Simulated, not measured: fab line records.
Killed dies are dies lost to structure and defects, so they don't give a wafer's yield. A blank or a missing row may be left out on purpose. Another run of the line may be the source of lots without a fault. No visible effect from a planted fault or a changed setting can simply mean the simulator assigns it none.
fab line records	flow sfq-line
[record] lots = 5	wafers = 23
route steps=325 shown L0@6 L0V@21 M0@32 I0@47 M1@59 I1@78
start-h: start of the lot's first displayed wafer, in hours after the record's first day	wait-h: how many hours have passed since the lot's step before this one	" same as the row above	L1.1+2: a row that stands for several wafers	- no value, or no start was given	* or withheld: withheld	< > ~ a bound
route shown NAME@n: a module of which the file shows steps, and the number in the route of the first	usual: mean/standard deviation of fault-free wafers	same: alike in all rows	chamber/n: place in a boat	sites: readings site by site	_std_site: standard deviation across them	_edge_site: inner sites' mean taken away from outer sites' mean	radius-mm: for every site, how far away it sits from the centre of the wafer	mask NAME#n: copy n	behind: the tool/chamber that last shaped the wafer	hold: what put the lot on hold/how long, in hours/how the hold closed	device: whichever transistor did not switch (one of n, p or np)	end of line: at the end of the route, the tests of the same wafers	where a step has no rows: the recipe by itself	killed: not the wafer's yield, but the dies lost to structure and defects at the first sort	map: per-die view of a wafer (x killed, . not killed, _ where there is no die)
set.NAME: the setting as run; set.NAME@STEP: as run at that earlier step	model.NAME: the simulator's own value behind a step, which no gauge read
lots run with intentionally changed settings; tables by step, rows by wafer
[[steps]]
[step SFQ_TRILAYER_L0_LITHO_COAT_010]
[recipe] resist = BARC	spin-rpm = 3000	resist-thk-nm = 62
lot.wafer	tool	chamber	start-h	wait-h	set.resist-thk-nm	model.BARC_of_TRILAYER_L0_LITHO_COAT_010.thk-nm
L074.1	litho-track-03	0	12.74	0.1	58.76	58.89
L074.2	"	0	"	"	62	61.97
L074.3	"	0	"	"	62	62.02
L074.4	"	0	"	"	62	62.16
L074.5	"	0	"	"	58.76	58.66
L077.1+3	litho-track-03	0	27.74	0.1	62	62.06
L077.2	"	0	"	"	62	61.93
L077.4	"	0	"	"	62	61.95
L077.5	"	0	"	"	62	61.96
L078.2	litho-track-01	0	32.79	0.1	59.52	59.42
L078.3	"	0	"	"	62	61.82
L078.4	"	0	"	"	62	61.87
L078.5	"	0	"	"	62	61.81
L078.6	"	0	"	"	59.52	59.26
L079.1	litho-track-01	0	37.74	0.1	62	61.98
L079.2+3	"	0	"	"	62	62.27
L079.5	"	0	"	"	58.31	58.46
L079.6	"	0	"	"	58.31	58.45
L081.1	litho-track-04	0	47.74	0.1	62	62.05
L081.4	"	0	"	"	62	62.21
L081.6	"	0	"	"	62	62.07
[step SFQ_TRILAYER_L0_BARC_OPEN_METAL_ETCH_010]
[recipe] mask-material = PR	chemistry = O2	target-depth-nm = 125	target = BARC	icp-w = 600	bias-w = 80	pressure-mtorr = 10	time-s = 41.7
lot.wafer	tool	chamber	start-h	wait-h	set.bias-w	set.resist-thk-nm@TRILAYER_L0_LITHO_COAT_010	model.etch.depth-nm
L074.1	rie-metal-02	1	59.46	0.1	82.64	58.76	-
L074.2+3	"	0,1	"	"	80	62	-
L074.4	"	0	"	"	82.64	62	-
L074.5	"	0	"	"	82.64	58.76	58.66
L077.1+2+4	rie-metal-04	1,0,0	76.26	0.1	80	62	-
L077.3	"	1	"	"	80	62	62.06
L077.5	"	0	"	"	80	62	61.96
L078.2	rie-metal-04	0	78.66	0.1	80	59.52	59.42
L078.3	"	0	"	"	80	62	61.82
L078.4	"	1	"	"	80	62	61.87
L078.5	"	1	"	"	80	62	61.81
L078.6	"	0	"	"	80	59.52	59.26
L079.1	rie-metal-02	1	89.42	0.1	80	62	61.98
L079.2+3	"	0	"	"	80	62	-
L079.5	"	0	"	"	80	58.31	58.46
L079.6	"	1	"	"	80	58.31	-
L081.1	rie-metal-01	1	102.72	0.1	80	62	62.05
L081.4	"	0	"	"	80	62	62.21
L081.6	"	0	"	"	80	62	62.07
[step SFQ_TRILAYER_L0_VIA_LITHO_PEB_016]
[recipe] peb-temp-c = 115	peb-time-s = 60	resist = KrF
lot.wafer	tool	chamber	start-h	wait-h	set.peb-time-s
L074.1+2+3+4+5	litho-track-03	0	112.13	1.0	60
L077.1+3+5	litho-track-03	0	129.33	1.0	66.93
L077.2+4	"	0	"	"	60
L078.2+3+6	litho-track-03	0	136.10	0.8	63.26
L078.4+5	"	0	"	"	60
L079.1+5+6	litho-track-03	0	145.68	1.0	57.42
L079.2+3	"	0	"	"	60
L081.1+4+6	litho-track-03	0	158.88	1.0	60
[step SFQ_TRILAYER_L0_VIA_LITHO_DEVELOP_015]
[recipe] time-s = 60	resist = KrF
[step SFQ_TRILAYER_L0_VIA_BARC_OPEN_VIA_ETCH_021]
[recipe] mask-material = PR	chemistry = O2	target-depth-nm = 125	target = BARC	source-w = 500	bias-w = 80	pressure-mtorr = 30	time-s = 42.74
lot.wafer	tool	chamber	start-h	wait-h	set.peb-time-s@TRILAYER_L0_VIA_LITHO_PEB_016	model.L0V.cd-nm
L074.1	rie-diel-02	2	112.47	0.0	60	703
L074.2	"	1	"	"	60	702.3
L074.3	"	3	"	"	60	701.5
L074.4	"	3	"	"	60	700.5
L074.5	"	1	"	"	60	701.3
L077.1	rie-diel-02	0	129.67	0.0	66.93	714.7
L077.2	"	2	"	"	60	700.8
L077.3	"	1	"	"	66.93	716.5
L077.4	"	3	"	"	60	699.1
L077.5	"	3	"	"	66.93	715.7
L078.2	rie-diel-03	3	136.42	0.0	63.26	707.7
L078.3	"	0	"	"	63.26	707.3
L078.4	"	3	"	"	60	700.9
L078.5	"	0	"	"	60	700
L078.6	"	1	"	"	63.26	708.6
L079.1	rie-diel-02	1	146.02	0.0	57.42	693.7
L079.2	"	0	"	"	60	699.9
L079.3	"	2	"	"	60	700.4
L079.5	"	0	"	"	57.42	694.3
L079.6	"	3	"	"	57.42	692
L081.1	rie-diel-02	2	159.22	0.0	60	702.3
L081.4	"	3	"	"	60	700.2
L081.6	"	1	"	"	60	701.3
[step SFQ_TRILAYER_M0_LITHO_COAT_026]
[recipe] resist = BARC	spin-rpm = 3000	resist-thk-nm = 62
lot.wafer	tool	chamber	start-h	wait-h	set.spin-rpm	model.BARC_of_TRILAYER_M0_LITHO_COAT_026.thk-nm
L074.1	litho-track-04	0	113.63	0.1	3000	61.82
L074.2	"	0	"	"	3000	62
L074.3	"	0	"	"	3000	61.75
L074.4	"	0	"	"	3000	61.99
L074.5	"	0	"	"	3000	61.93
L077.1	litho-track-01	0	130.82	0.1	3000	61.85
L077.2	"	0	"	"	2843	63.36
L077.3	"	0	"	"	3000	61.95
L077.4	"	0	"	"	3000	62.05
L077.5	"	0	"	"	2843	63.78
L078.2	litho-track-02	0	137.62	0.1	2911	63.02
L078.3	"	0	"	"	3000	61.96
L078.4	"	0	"	"	2911	62.85
L078.5	"	0	"	"	3000	61.94
L078.6	"	0	"	"	2911	62.87
L079.1	litho-track-01	0	147.17	0.1	2817	63.87
L079.2	"	0	"	"	3000	61.99
L079.3	"	0	"	"	3000	62.17
L079.5	"	0	"	"	2817	64
L079.6	"	0	"	"	3000	61.95
L081.1	litho-track-01	0	160.37	0.1	3000	61.71
L081.4	"	0	"	"	3000	61.46
L081.6	"	0	"	"	3000	61.61
[step SFQ_TRILAYER_M0_LITHO_COAT_021]
[recipe] resist = KrF	spin-rpm = 3000	resist-thk-nm = 600
[step SFQ_TRILAYER_M0_LITHO_SOFTBAKE_025]
[recipe] temp-c = withheld	time-s = withheld	resist = KrF
[step SFQ_TRILAYER_M0_LITHO_DEVELOP_023]
[recipe] time-s = 60	resist = KrF
[step SFQ_TRILAYER_M0_BARC_OPEN_METAL_ETCH_031]
[recipe] mask-material = PR	chemistry = O2	target-depth-nm = 125	target = BARC	icp-w = 600	bias-w = 80	pressure-mtorr = 10	time-s = 41.7
lot.wafer	tool	chamber	start-h	wait-h	set.spin-rpm@TRILAYER_M0_LITHO_COAT_026	model.etch.depth-nm
L074.1+2+3+4	rie-metal-02	0,1,1,0	164.67	0.0	3000	-
L074.5	"	1	"	"	3000	61.93
L077.1+4	rie-metal-01	1	182.50	0.0	3000	-
L077.2	"	1	"	"	2843	-
L077.3	"	1	"	"	3000	61.95
L077.5	"	1	"	"	2843	63.78
L078.2	rie-metal-03	1	189.70	0.0	2911	63.02
L078.3	"	0	"	"	3000	61.96
L078.4	"	1	"	"	2911	62.85
L078.5	"	1	"	"	3000	61.94
L078.6	"	0	"	"	2911	62.87
L079.1	rie-metal-01	1	199.30	0.0	2817	63.87
L079.2+3+6	"	1	"	"	3000	-
L079.5	"	1	"	"	2817	64
L081.1	rie-metal-03	1	213.70	0.0	3000	61.71
L081.4	"	1	"	"	3000	61.46
L081.6	"	1	"	"	3000	61.61
[step SFQ_TRILAYER_M0_ETCH_METAL_ETCH_024]
[recipe] target = Nb	stop-on = SiO2	mask-material = PR	chemistry = Cl2/Ar	target-depth-nm = 240	icp-w = 600	bias-w = 80	pressure-mtorr = 10	time-s = 120
lot.wafer	tool	chamber	start-h	wait-h	set.icp-w	model.KrF_of_TRILAYER_M0_LITHO_COAT_021.thk-nm
L074.1	rie-metal-02	0	164.73	0.0	600	384.4
L074.2	"	1	"	"	600	383.8
L074.3	"	1	"	"	600	383.4
L074.4	"	0	"	"	600	382.7
L074.5	"	1	"	"	600	383
L077.1	rie-metal-01	1	182.62	0.1	536.3	391.9
L077.2	"	1	"	"	600	377.6
L077.3	"	1	"	"	600	380.5
L077.4	"	1	"	"	536.3	394.3
L077.5	"	1	"	"	600	380.4
L078.2	rie-metal-03	1	189.76	0.0	600	382.7
L078.3	"	0	"	"	600	378.3
L078.4	"	1	"	"	600	381.8
L078.5	"	1	"	"	600	381.6
L078.6	"	0	"	"	600	378.5
L079.1	rie-metal-01	1	199.42	0.1	540.6	391.4
L079.2	"	1	"	"	600	378.1
L079.3	"	1	"	"	540.6	392.5
L079.5	"	1	"	"	540.6	390.9
L079.6	"	1	"	"	600	381
L081.1	rie-metal-03	1	213.76	0.0	600	380.4
L081.4	"	1	"	"	600	380.3
L081.6	"	1	"	"	600	380.5
[step SFQ_TRILAYER_I0_VIA_LITHO_COAT_036]
[recipe] resist = BARC	spin-rpm = 3000	resist-thk-nm = 62
lot.wafer	tool	chamber	start-h	wait-h	set.resist-thk-nm	model.BARC_of_TRILAYER_I0_VIA_LITHO_COAT_036.thk-nm
L074.1	litho-track-04	0	170.03	1.0	64.54	64.35
L074.2	"	0	"	"	62	61.93
L074.3	"	0	"	"	64.54	64.36
L074.4	"	0	"	"	64.54	64.63
L074.5	"	0	"	"	62	62.05
L077.1	litho-track-03	0	189.66	1.0	62	62.33
L077.2	"	0	"	"	62	62.04
L077.3	"	0	"	"	65.13	65.4
L077.4	"	0	"	"	65.13	65.14
L077.5	"	0	"	"	65.13	65.27
L078.2	litho-track-02	0	195.71	0.8	62	62
L078.3	"	0	"	"	62	61.86
L078.4	"	0	"	"	62	61.89
L078.5	"	0	"	"	62	62.01
L078.6	"	0	"	"	62	62.07
L079.1	litho-track-03	0	206.16	1.0	65.02	65.01
L079.2	"	0	"	"	62	61.98
L079.3	"	0	"	"	65.02	64.99
L079.5	"	0	"	"	62	61.97
L079.6	"	0	"	"	65.02	64.82
L081.1	litho-track-04	0	220.87	1.0	62	61.8
L081.4	"	0	"	"	62	61.91
L081.6	"	0	"	"	62	61.93
[step SFQ_TRILAYER_I0_VIA_LITHO_EXPOSE_032]
[recipe] mask-id = I0	na = 0.6	source-shape = conventional	sigma-outer = 0.65	target-cd-nm = 500	dose-mj = 21.3
lot.wafer	tool	chamber	start-h	wait-h	mask	set.dose-mj
L074.1+2+3+4+5	krf-scanner-02	0	230.77	-	I0#0	21.3
L077.1+3	krf-scanner-02	0	253.57	-	I0#0	21.78
L077.2+4+5	"	0	"	"	I0#0	21.3
L078.2+3+4+5+6	krf-scanner-02	0	262.17	-	I0#0	21.3
L079.1+2	krf-scanner-02	0	272.87	-	I0#0	19.74
L079.3+5+6	"	0	"	"	I0#0	21.3
L081.1+4+6	krf-scanner-02	0	290.46	-	I0#0	21.3
[step SFQ_TRILAYER_I0_VIA_LITHO_PEB_034]
[recipe] peb-temp-c = 113.9	peb-time-s = 60	resist = KrF
[step SFQ_TRILAYER_I0_VIA_LITHO_DEVELOP_033]
[recipe] time-s = 60	resist = KrF
[step SFQ_TRILAYER_I0_VIA_BARC_OPEN_VIA_ETCH_046]
[recipe] mask-material = PR	chemistry = O2	target-depth-nm = 125	target = BARC	source-w = 500	bias-w = 80	pressure-mtorr = 30	time-s = 41.7
lot.wafer	tool	chamber	start-h	wait-h	set.dose-mj@TRILAYER_I0_VIA_LITHO_EXPOSE_032	model.I0.cd-nm
L074.1+2	rie-diel-03	2,0	232.31	0.0	21.3	480.7
L074.3	"	3	"	"	21.3	478.7
L074.4	"	1	"	"	21.3	480.3
L074.5	"	2	"	"	21.3	479.7
L077.1	rie-diel-01	2	255.11	0.0	21.78	482.6
L077.2+5	"	0,3	"	"	21.3	481.4
L077.3	"	1	"	"	21.78	484.9
L077.4	"	3	"	"	21.3	479.2
L078.2	rie-diel-01	1	263.51	0.0	21.3	479.5
L078.3	"	2	"	"	21.3	477.1
L078.4	"	3	"	"	21.3	478.9
L078.5	"	2	"	"	21.3	477.6
L078.6	"	3	"	"	21.3	479
L079.1	rie-diel-03	1	274.41	0.0	19.74	467.8
L079.2	"	2	"	"	19.74	467.7
L079.3	"	0	"	"	21.3	480.5
L079.5	"	0	"	"	21.3	481.7
L079.6	"	1	"	"	21.3	479.4
L081.1	rie-diel-03	2	292.00	0.0	21.3	479.1
L081.4	"	3	"	"	21.3	478.5
L081.6	"	0	"	"	21.3	480
[step SFQ_TRILAYER_I0_VIA_ETCH_VIA_ETCH_034]
[recipe] target = SiO2	stop-on = Nb	mask-material = PR	taper-deg = 20	chemistry = CHF3	target-depth-nm = 260	source-w = 500	bias-w = 80	pressure-mtorr = 30	time-s = withheld
lot.wafer	tool	chamber	start-h	wait-h	set.dose-mj@TRILAYER_I0_VIA_LITHO_EXPOSE_032	model.I0.cd-nm
L074.1	rie-diel-03	2	232.35	0.0	21.3	478.3
L074.2	"	0	"	"	21.3	482.1
L074.3	"	3	"	"	21.3	479.7
L074.4	"	1	"	"	21.3	481.7
L074.5	"	2	"	"	21.3	477.7
L077.1	rie-diel-01	2	255.15	0.0	21.78	483.7
L077.2	"	0	"	"	21.3	480.7
L077.3	"	1	"	"	21.78	484.5
L077.4	"	3	"	"	21.3	479.3
L077.5	"	3	"	"	21.3	482.9
L078.2	rie-diel-01	1	263.55	0.0	21.3	477.2
L078.3	"	2	"	"	21.3	476.2
L078.4	"	3	"	"	21.3	477.7
L078.5	"	2	"	"	21.3	476.3
L078.6	"	3	"	"	21.3	477.6
L079.1	rie-diel-03	1	274.45	0.0	19.74	467.2
L079.2	"	2	"	"	19.74	465.2
L079.3	"	0	"	"	21.3	481.8
L079.5	"	0	"	"	21.3	482
L079.6	"	1	"	"	21.3	478.6
L081.1	rie-diel-03	2	292.04	0.0	21.3	476.5
L081.4	"	3	"	"	21.3	479.2
L081.6	"	0	"	"	21.3	480.2
[step SFQ_TRILAYER_M1_DEP_SPUTTER_037]
[recipe] material = Nb	base-pressure-pa = 1.33e-06	chamber-pressure-pa = 0.1333	substrate-temp-c = 20	resputter-cathode-voltage-v = 400	target-thk-nm = 200	power-w = 2000	time-s = 133.3
lot.wafer	tool	chamber	start-h	wait-h	set.time-s	model.Nb_of_TRILAYER_M1_DEP_SPUTTER_037.thk-nm
L074.1	pvd-sputter-03	-	233.26	0.0	133.3	200.4
L074.2	"	-	"	"	133.3	200.1
L074.3	"	-	"	"	116.6	176.1
L074.4	"	-	"	"	116.6	175.1
L074.5	"	-	"	"	133.3	199.6
L077.1	pvd-sputter-04	-	256.08	0.0	152.3	229.5
L077.2	"	-	"	"	152.3	227.7
L077.3	"	-	"	"	133.3	200.7
L077.4	"	-	"	"	152.3	228.6
L077.5	"	-	"	"	133.3	200.1
L078.2	pvd-sputter-06	-	264.48	0.0	133.3	200.6
L078.3+6	"	-	"	"	133.3	201.7
L078.4	"	-	"	"	133.3	200.3
L078.5	"	-	"	"	133.3	201
L079.1	pvd-sputter-06	-	275.58	0.0	133.3	202.8
L079.2	"	-	"	"	133.3	200.7
L079.3	"	-	"	"	150.2	226.5
L079.5	"	-	"	"	133.3	201.9
L079.6	"	-	"	"	150.2	227
L081.1	pvd-sputter-03	-	292.96	0.0	133.3	201.5
L081.4	"	-	"	"	133.3	201.9
L081.6	"	-	"	"	133.3	200.6
[step SFQ_M1_RS_MEAS_909]
[recipe] thk-meas-gauge = four-point-probe	reads = Nb_of_TRILAYER_M1_DEP_SPUTTER_037
[usual] M1_NB_RS = 0.886/0.006
lot.wafer	tool	chamber	start-h	wait-h	set.time-s@TRILAYER_M1_DEP_SPUTTER_037	M1_NB_RS[ohm/sq]
L074.1	film-metro-04	-	233.35	0.0	133.3	0.889
L074.2	"	-	"	"	133.3	0.891
L074.3	"	-	"	"	116.6	1.011
L074.4	"	-	"	"	116.6	1.020
L074.5	"	-	"	"	133.3	0.894
L077.1	film-metro-03	-	256.17	0.0	152.3	0.773
L077.2	"	-	"	"	152.3	0.781
L077.3	"	-	"	"	133.3	0.884
L077.4	"	-	"	"	152.3	0.777
L077.5	"	-	"	"	133.3	0.887
L078.2	film-metro-01	-	264.59	0.1	133.3	0.887
L078.3	"	-	"	"	133.3	0.881
L078.4	"	-	"	"	133.3	0.888
L078.5	"	-	"	"	133.3	0.885
L078.6	"	-	"	"	133.3	0.882
L079.1	film-metro-01	-	275.67	0.0	133.3	0.879
L079.2	"	-	"	"	133.3	0.887
L079.3	"	-	"	"	150.2	0.784
L079.5	"	-	"	"	133.3	0.883
L079.6	"	-	"	"	150.2	0.782
L081.1	film-metro-04	-	293.05	0.0	133.3	0.885
L081.4	"	-	"	"	133.3	0.883
L081.6	"	-	"	"	133.3	0.890
[step SFQ_TRILAYER_M1_LITHO_COAT_044]
[recipe] resist = BARC	spin-rpm = 3000	resist-thk-nm = 62
lot.wafer	tool	chamber	start-h	wait-h	set.resist-thk-nm	model.BARC_of_TRILAYER_M1_LITHO_COAT_044.thk-nm
L074.1	litho-track-04	0	233.53	0.1	62	62.22
L074.2	"	0	"	"	62	62.14
L074.3	"	0	"	"	62	62.3
L074.4	"	0	"	"	62	62.02
L074.5	"	0	"	"	62	62.08
L077.1	litho-track-01	0	256.35	0.1	62	62.01
L077.2	"	0	"	"	62	61.76
L077.3	"	0	"	"	63.73	63.62
L077.4	"	0	"	"	63.73	63.56
L077.5	"	0	"	"	62	61.81
L078.2+4	litho-track-04	0	264.80	0.1	61.04	60.68
L078.3+6	"	0	"	"	62	61.68
L078.5	"	0	"	"	62	61.81
L079.1	litho-track-04	0	275.85	0.1	65.08	64.98
L079.2	"	0	"	"	65.08	65.09
L079.3	"	0	"	"	62	61.86
L079.5	"	0	"	"	62	61.98
L079.6	"	0	"	"	65.08	64.9
L081.1	litho-track-01	0	293.23	0.1	62	62.05
L081.4	"	0	"	"	62	62.18
L081.6	"	0	"	"	62	62.29
[step SFQ_TRILAYER_M1_LITHO_COAT_039]
[recipe] resist = KrF	spin-rpm = 3000	resist-thk-nm = 600
[step SFQ_TRILAYER_M1_LITHO_SOFTBAKE_043]
[recipe] temp-c = withheld	time-s = withheld	resist = KrF
[step SFQ_TRILAYER_M1_LITHO_DEVELOP_041]
[recipe] time-s = 60	resist = KrF
[step SFQ_TRILAYER_M1_BARC_OPEN_METAL_ETCH_054]
[recipe] mask-material = PR	chemistry = O2	target-depth-nm = 125	target = BARC	icp-w = 600	bias-w = 80	pressure-mtorr = 10	time-s = 41.7
lot.wafer	tool	chamber	start-h	wait-h	set.resist-thk-nm@TRILAYER_M1_LITHO_COAT_044	model.etch.depth-nm
L074.1+2+3+4	rie-metal-04	0,1,1,0	310.75	0.0	62	-
L074.5	"	0	"	"	62	62.08
L077.1+2	rie-metal-01	0,1	332.35	0.0	62	-
L077.3	"	1	"	"	63.73	63.62
L077.4	"	0	"	"	63.73	-
L077.5	"	1	"	"	62	61.81
L078.2+4	rie-metal-02	0	340.75	0.0	61.04	60.68
L078.3+6	"	1,0	"	"	62	61.68
L078.5	"	1	"	"	62	61.81
L079.1	rie-metal-01	1	354.78	0.0	65.08	64.98
L079.2+6	"	0,1	"	"	65.08	-
L079.3	"	0	"	"	62	-
L079.5	"	0	"	"	62	61.98
L081.1	rie-metal-02	1	376.38	0.0	62	62.05
L081.4	"	0	"	"	62	62.18
L081.6	"	1	"	"	62	62.29
[step SFQ_TRILAYER_M1_ETCH_METAL_ETCH_042]
[recipe] target = Nb	stop-on = SiO2	mask-material = PR	chemistry = Cl2/Ar	target-depth-nm = 240	icp-w = 600	bias-w = 80	pressure-mtorr = 10	time-s = 125.7
[usual] oes-product-au = 0.890/0.0058
lot.wafer	tool	chamber	start-h	wait-h	set.time-s@TRILAYER_M1_DEP_SPUTTER_037	oes-product-au
L074.1	rie-metal-04	0	310.81	0.0	133.3	0.884
L074.2	"	1	"	"	133.3	0.884
L074.3	"	1	"	"	116.6	0.836
L074.4	"	0	"	"	116.6	0.821
L074.5	"	0	"	"	133.3	0.893
L077.1	rie-metal-01	0	332.41	0.0	152.3	0.959
L077.2	"	1	"	"	152.3	0.956
L077.3	"	1	"	"	133.3	0.885
L077.4	"	0	"	"	152.3	0.951
L077.5	"	1	"	"	133.3	0.888
L078.2	rie-metal-02	0	340.81	0.0	133.3	0.895
L078.3	"	1	"	"	133.3	0.897
L078.4	"	0	"	"	133.3	0.887
L078.5	"	1	"	"	133.3	0.884
L078.6	"	0	"	"	133.3	0.896
L079.1	rie-metal-01	1	354.84	0.0	133.3	0.894
L079.2	"	0	"	"	133.3	0.892
L079.3	"	0	"	"	150.2	0.950
L079.5	"	0	"	"	133.3	0.901
L079.6	"	1	"	"	150.2	0.953
L081.1	rie-metal-02	1	376.44	0.0	133.3	0.898
L081.4	"	0	"	"	133.3	0.895
L081.6	"	1	"	"	133.3	0.884
[step SFQ_TRILAYER_I1_VIA_LITHO_COAT_049]
[recipe] resist = KrF	spin-rpm = 3000	resist-thk-nm = 650
lot.wafer	tool	chamber	start-h	wait-h	set.resist-thk-nm	model.KrF_of_TRILAYER_I1_VIA_LITHO_COAT_049.thk-nm
L074.1	litho-track-01	0	316.41	0.2	650	648.2
L074.2	"	0	"	"	684.7	684.3
L074.3	"	0	"	"	650	648.3
L074.4	"	0	"	"	684.7	682.1
L074.5	"	0	"	"	650	648.9
L077.1	litho-track-02	0	340.42	0.2	661.6	662
L077.2	"	0	"	"	650	652.5
L077.3	"	0	"	"	661.6	660.7
L077.4	"	0	"	"	661.6	661.9
L077.5	"	0	"	"	650	651.5
L078.2	litho-track-01	0	349.46	0.2	650	650.8
L078.3	"	0	"	"	650	652
L078.4	"	0	"	"	677.6	679.2
L078.5	"	0	"	"	677.6	678.9
L078.6	"	0	"	"	677.6	680.9
L079.1	litho-track-03	0	361.41	0.2	650	649.2
L079.2	"	0	"	"	650	649.9
L079.3	"	0	"	"	650	648.5
L079.5	"	0	"	"	650	649.6
L079.6	"	0	"	"	650	648.4
L081.1	litho-track-02	0	383.21	0.2	650	649.1
L081.4	"	0	"	"	650	649.4
L081.6	"	0	"	"	650	646.7
[[key]]
[split] step = SFQ_TRILAYER_L0_LITHO_COAT_010	setting = resist-thk-nm	stated = 62	by = wafer
[response] step = SFQ_TRILAYER_L0_LITHO_COAT_010	reading = model.BARC_of_TRILAYER_L0_LITHO_COAT_010.thk-nm	change = +0.625	per = 1%	r = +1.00
[response] step = SFQ_TRILAYER_L0_BARC_OPEN_METAL_ETCH_010	reading = model.etch.depth-nm	change = +0.608	per = 1%	r = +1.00
[split] step = SFQ_TRILAYER_L0_BARC_OPEN_METAL_ETCH_010	setting = bias-w	stated = 80	by = wafer
response none clear
[split] step = SFQ_TRILAYER_L0_VIA_LITHO_PEB_016	setting = peb-time-s	stated = 60	by = wafer
[response] step = SFQ_TRILAYER_L0_VIA_BARC_OPEN_VIA_ETCH_021	reading = model.L0V.cd-nm	change = +1.39	per = 1%	r = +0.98
[split] step = SFQ_TRILAYER_M0_LITHO_COAT_026	setting = spin-rpm	stated = 3000	by = wafer
[response] step = SFQ_TRILAYER_M0_LITHO_COAT_026	reading = model.BARC_of_TRILAYER_M0_LITHO_COAT_026.thk-nm	change = -0.312	per = 1%	r = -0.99
[response] step = SFQ_TRILAYER_M0_BARC_OPEN_METAL_ETCH_031	reading = model.etch.depth-nm	change = -0.339	per = 1%	r = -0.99
[split] step = SFQ_TRILAYER_M0_ETCH_METAL_ETCH_024	setting = icp-w	stated = 600	by = wafer
[response] step = SFQ_TRILAYER_M0_ETCH_METAL_ETCH_024	reading = model.KrF_of_TRILAYER_M0_LITHO_COAT_021.thk-nm	change = -1.25	per = 1%	r = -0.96
[split] step = SFQ_TRILAYER_I0_VIA_LITHO_COAT_036	setting = resist-thk-nm	stated = 62	by = wafer
[response] step = SFQ_TRILAYER_I0_VIA_LITHO_COAT_036	reading = model.BARC_of_TRILAYER_I0_VIA_LITHO_COAT_036.thk-nm	change = +0.607	per = 1%	r = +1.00
[split] step = SFQ_TRILAYER_I0_VIA_LITHO_EXPOSE_032	setting = dose-mj	stated = 21.3	by = wafer
[response] step = SFQ_TRILAYER_I0_VIA_BARC_OPEN_VIA_ETCH_046	reading = model.I0.cd-nm	change = +1.71	per = 1%	r = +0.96
[response] step = SFQ_TRILAYER_I0_VIA_ETCH_VIA_ETCH_034	reading = model.I0.cd-nm	change = +1.94	per = 1%	r = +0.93
[split] step = SFQ_TRILAYER_M1_DEP_SPUTTER_037	setting = time-s	stated = 133.3	by = wafer
[response] step = SFQ_TRILAYER_M1_DEP_SPUTTER_037	reading = model.Nb_of_TRILAYER_M1_DEP_SPUTTER_037.thk-nm	change = +1.97	per = 1%	r = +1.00
[response] step = SFQ_M1_RS_MEAS_909	reading = M1_NB_RS	change = -0.00841	per = 1%	r = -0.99
[response] step = SFQ_TRILAYER_M1_ETCH_METAL_ETCH_042	reading = oes-product-au	change = +0.00464	per = 1%	r = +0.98
[split] step = SFQ_TRILAYER_M1_LITHO_COAT_044	setting = resist-thk-nm	stated = 62	by = wafer
[response] step = SFQ_TRILAYER_M1_LITHO_COAT_044	reading = model.BARC_of_TRILAYER_M1_LITHO_COAT_044.thk-nm	change = +0.622	per = 1%	r = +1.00
[response] step = SFQ_TRILAYER_M1_BARC_OPEN_METAL_ETCH_054	reading = model.etch.depth-nm	change = +0.623	per = 1%	r = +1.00
[split] step = SFQ_TRILAYER_I1_VIA_LITHO_COAT_049	setting = resist-thk-nm	stated = 650	by = wafer
[response] step = SFQ_TRILAYER_I1_VIA_LITHO_COAT_049	reading = model.KrF_of_TRILAYER_I1_VIA_LITHO_COAT_049.thk-nm	change = +6.48	per = 1%	r = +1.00
